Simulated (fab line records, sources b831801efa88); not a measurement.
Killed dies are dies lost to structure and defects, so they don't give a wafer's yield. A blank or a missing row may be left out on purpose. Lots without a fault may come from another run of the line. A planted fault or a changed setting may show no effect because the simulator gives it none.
Problem report in the 8D (eight disciplines) form, filled by code | flow gf180mcu | the parts of the form that need people (team, actions taken, sign-off) are left out

1. THE PROBLEM
dose_ions_cm2 at GF_VT_IMPLANT_IMPLANT_30 reads a mean of 2.730e+12 on 6 wafers of 2 lots; wafers without a fault read 2.534e+12 with a standard deviation of 2.7e+09. That is +72 standard deviations from the usual mean.
First seen on wafer L325.1, day 9 02:00, on implanter-04. The record holds 39 wafers of 13 lots with a number at this step. Rule for "out", or "out of limits": more than 4 standard deviations from the usual mean. The other wafers with a number count as sound.

2. WHAT IT IS AND WHAT IT IS NOT
question                    | is                     | is not
which readings at this step | dose_ions_cm2          | -
which lots                  | L325, L329             | L317, L318, L319, L320, L322, L330, L335, L336, L337, L338, L339
which wafers of those lots  | all that have a number | -
read on which tools         | implanter-04           | implanter-01, implanter-03
when                        | from day 9 02:00       | up to then (15 sound wafers); but 18 sound wafers of L330, L335, L336, L337, L338, L339 came after

3. SUSPECTS, AND WHAT RULES EACH OUT
Counting: a tool at a process step up to the reading stays a suspect if it ran every lot that is out and no sound lot after the first of them.
- implanter-04 at GF_VT_IMPLANT_IMPLANT_30: ruled out as a lasting fault. Sound lots L337, L338, L339 ran on it after its first lot that is out, L325 (day 9 02:00).
Left after counting: nothing in the record.

4. THE CAUSE (what the simulator had put in)
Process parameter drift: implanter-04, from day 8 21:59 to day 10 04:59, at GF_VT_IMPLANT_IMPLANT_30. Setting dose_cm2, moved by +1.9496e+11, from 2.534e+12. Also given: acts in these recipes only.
Counting ruled it out, wrongly.

5. THE CHAIN OF EFFECTS, in route order
Each row: a reading whose mean over the struck wafers that have a number lies more than 3 standard deviations from the usual. Only readings for which the record gives a usual standard deviation are gone through. hours: the time from each lot's start at the first step in this table that gives one to its start at this step, as a median over the lots. sigmas: the change in usual standard deviations.
hours | step                     | reading            | usual     | on struck wafers | change     | sigmas
0     | GF_VT_IMPLANT_IMPLANT_30 | dose_ions_cm2      | 2.534e+12 | 2.730e+12        | +1.957e+11 | +72
0     | GF_VT_IMPLANT_IMPLANT_30 | faraday_current_uA | 14.31     | 15.23            | +0.92      | +3.7
The process steps in it:
- GF_VT_IMPLANT_IMPLANT_30

6. WHAT WOULD HAVE CAUGHT IT SOONER
In this record the first reading out of limits was taken at day 9 02:00, 4 hours after the fault began at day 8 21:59.
